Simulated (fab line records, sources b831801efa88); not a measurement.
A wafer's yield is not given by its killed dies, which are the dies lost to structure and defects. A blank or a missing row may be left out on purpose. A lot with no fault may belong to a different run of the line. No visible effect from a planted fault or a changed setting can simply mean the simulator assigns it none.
Matching of chambers / flow sfq line / SFQ_TRILAYER_I0_VIA_ETCH_VIA_ETCH_034 on rie diel-01 has 4 sister chambers
The step etches SiO2 in CHF3, stops on Nb, target depth 260 nm. 7 wafers are shown with their chamber, then 7 later ones without.

EACH WAFER AND ITS CHAMBER
wafer=L421.3; chamber=1; oes product au (a.u.)=0.854
wafer=L421.5; chamber=2; oes product au (a.u.)=0.850
wafer=L422.4; chamber=3; oes product au (a.u.)=0.849
wafer=L422.5; chamber=2; oes product au (a.u.)=0.860
wafer=L422.6; chamber=0; oes product au (a.u.)=0.860
wafer=L426.1; chamber=0; oes product au (a.u.)=0.851
wafer=L426.2; chamber=3; oes product au (a.u.)=0.862

WAFERS WHOSE CHAMBER IS MISSING
wafer=L426.3; oes product au (a.u.)=0.854
wafer=L427.1; oes product au (a.u.)=0.850
wafer=L427.3; oes product au (a.u.)=0.854
wafer=L427.6; oes product au (a.u.)=0.851
wafer=L428.1; oes product au (a.u.)=0.863
wafer=L428.3; oes product au (a.u.)=0.854
wafer=L428.4; oes product au (a.u.)=0.851

THE CHAMBER EACH PASSED THROUGH
wafer=L426.3; from the rows above=can't be placed: 1 or 2 or 0 or 3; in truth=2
wafer=L427.1; from the rows above=can't be placed: 1 or 2 or 0 or 3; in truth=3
wafer=L427.3; from the rows above=can't be placed: 1 or 2 or 0 or 3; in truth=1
wafer=L427.6; from the rows above=can't be placed: 1 or 2 or 0 or 3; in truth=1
wafer=L428.1; from the rows above=can't be placed: 0 or 3 or 2 or 1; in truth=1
wafer=L428.3; from the rows above=can't be placed: 1 or 2 or 0 or 3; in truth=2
wafer=L428.4; from the rows above=can't be placed: 1 or 2 or 0 or 3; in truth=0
0 of 7 placed correctly. Not placeable from these rows: 7 (in 7, the candidates include the true chamber). Number placed wrongly: 0.
How it was worked out, from the rows above alone: a wafer's distance from a chamber is the root of the sum, over the readings, of the square of ((its reading less the chamber's mean) divided by the reading's scatter). If the next closest chamber is less than 2 further off than the closest, the wafer can't be placed; otherwise it belongs to the closest. The mean given for a chamber averages the wafers shown for that chamber. The scatter: take each reading less its chamber's mean, square it, sum over the shown wafers, divide by the number of wafers less the number of chambers, and take the root.
